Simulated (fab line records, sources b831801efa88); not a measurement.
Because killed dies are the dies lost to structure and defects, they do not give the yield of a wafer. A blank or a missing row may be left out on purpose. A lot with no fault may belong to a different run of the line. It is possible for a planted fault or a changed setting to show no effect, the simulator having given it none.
The same fault as seen by 2 desks ; flow sky130 ; what lay behind the numbers comes last; until then each desk has only its own

== DESK OF THE TOOL OWNER: rie diel-02 ==
The tool's own readings at SKY_VIA1_ETCH_15 (etches SiO2 in C4F8/O2/Ar, stops on TiN, target depth 351 nm, time 54 s): means of the sampled wafers that have a number, for each lot that ran on this tool. Marked OUT: a lot whose mean sits more than 4 standard deviations from the usual mean, which makes it out of limits; the brackets give that distance.
Columns: A = oes product au at SKY_VIA1_ETCH_15, usual 0.981 a.u.
lot;first seen here;A
L893;day 37 10:35;0.979
L896;day 37 17:21;0.979
L902;day 38 23:52;0.887 (-17) OUT
L905;day 39 19:44;0.859 (-22) OUT
This desk's verdict: out of limits on L902, L905, starting with L902 at day 38 23:52 (oes product au at SKY_VIA1_ETCH_15). L893, L896 stayed within limits.

== METROLOGY DESK ==
Means of the sampled wafers that have a number, per lot and without regard to the tool the lot ran on: this is what the gauges read. Marked OUT: a lot whose mean sits more than 4 standard deviations from the usual mean, which makes it out of limits; the brackets give that distance.
Columns: A = SD_N_RS at SKY_SD_N_RS_MEAS_16, usual 68.45 ohm/sq; B = LI_CONTACT_HDPCVD_THK at SKY_LI_CONTACT_THK_MEAS_01, usual 931 nm; C = LI_CONTACT_BOW at SKY_LI_CONTACT_BOW_MEAS_03, usual 56 um
lot;first seen here;A;B;C
L887;day 29 05:08;68.43;933;43
L890;day 30 07:55;68.48;935;51
L889;day 30 08:12;68.42;921;50
L892;day 30 11:11;68.58;928;61
L891;day 31 01:05;68.26;937;56
L893;day 31 10:14;68.31;939;59
L894;day 31 13:22;68.42;916;55
L896;day 31 22:32;68.45;940;55
L895;day 32 01:04;68.53;941;56
L897;day 33 07:29;68.44;925;59
L902;day 33 08:58;68.50;938;53
L905;day 34 03:38;68.40;921;53
L908;day 35 02:41;68.36;933;52
L909;day 35 07:41;68.51;938;62
This desk's finding: nothing out of limits on any of the 14 lots.

== TAKEN TOGETHER ==
The tool owner's desk had the chance to raise an alarm at day 38 23:52 on L902, L905.
Nothing out of limits was seen by the metrology desk.
The metrology desk has L902, L905 on record, within its limits.
On rie diel-02, each named lot ran SKY_VIA1_ETCH_15.

== WHAT HAD BEEN PUT IN BY THE SIMULATOR ==
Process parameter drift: rie diel-02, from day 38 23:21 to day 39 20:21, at SKY_VIA1_ETCH_15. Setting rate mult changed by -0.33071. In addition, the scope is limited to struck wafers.
Struck lots among those shown: L902, L905.
Hours from the fault's start to each desk's first reading out of limits: the tool owner's desk, 1.
